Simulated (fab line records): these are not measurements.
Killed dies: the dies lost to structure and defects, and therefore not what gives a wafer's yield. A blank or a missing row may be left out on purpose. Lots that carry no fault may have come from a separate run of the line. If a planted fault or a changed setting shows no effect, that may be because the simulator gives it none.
2 desks looking at one fault + flow sky130 + what lay behind the numbers comes last; until then each desk has only its own

THE METROLOGY DESK
What the gauges read, lot by lot, whatever tool the lot ran on: means of the sampled wafers that have a number. Any lot whose mean is over 4 standard deviations away from the usual mean is out of limits and marked OUT; that distance is given in the brackets.
Columns: A = cdNm at SKY_VT_ADJUST_NCORE_CD_MEAS_07, usual 380.5 nm
| lot  | first seen here | A     |
|------|-----------------|-------|
| L324 | day 8 22:01     | 381.4 |
| L327 | day 9 19:08     | 380.8 |
| L329 | day 10 10:49    | 379.6 |
| L330 | day 10 20:01    | 378.7 |
| L332 | day 11 06:11    | 376.5 |
| L339 | day 13 04:51    | 382.5 |
| L341 | day 14 00:28    | 379.1 |
| L343 | day 14 15:17    | 380.7 |
| L344 | day 14 16:03    | 382.3 |
| L345 | day 15 00:45    | 379.5 |
| L346 | day 15 06:13    | 379.5 |
This desk found nothing out of limits on any of the 11 lots.

DESK OF THE TOOL OWNER: lithoTrack-02
The tool's own readings at SKY_GATE_OXIDE_COAT_05 (resist thk 1140 nm): means of the sampled wafers that have a number, for each lot that ran on this tool. Any lot whose mean is over 4 standard deviations away from the usual mean is out of limits and marked OUT; that distance is given in the brackets.
Columns: A = dispensePressureKPa at SKY_GATE_OXIDE_COAT_05, usual 53.3 kPa
| lot  | first seen here | A    |
|------|-----------------|------|
| L327 | day 14 15:17    | 56.5 |
| L329 | day 15 07:45    | 56.5 |
| L330 | day 15 18:51    | 56.5 |
| L341 | day 19 15:33    | 56.6 |
This desk found nothing out of limits on any of the 4 lots.

PUT TOGETHER
Metrology desk: nothing out of limits seen.
Nothing out of limits was seen by the tool owner's desk.

WHAT HAD BEEN PUT IN BY THE SIMULATOR
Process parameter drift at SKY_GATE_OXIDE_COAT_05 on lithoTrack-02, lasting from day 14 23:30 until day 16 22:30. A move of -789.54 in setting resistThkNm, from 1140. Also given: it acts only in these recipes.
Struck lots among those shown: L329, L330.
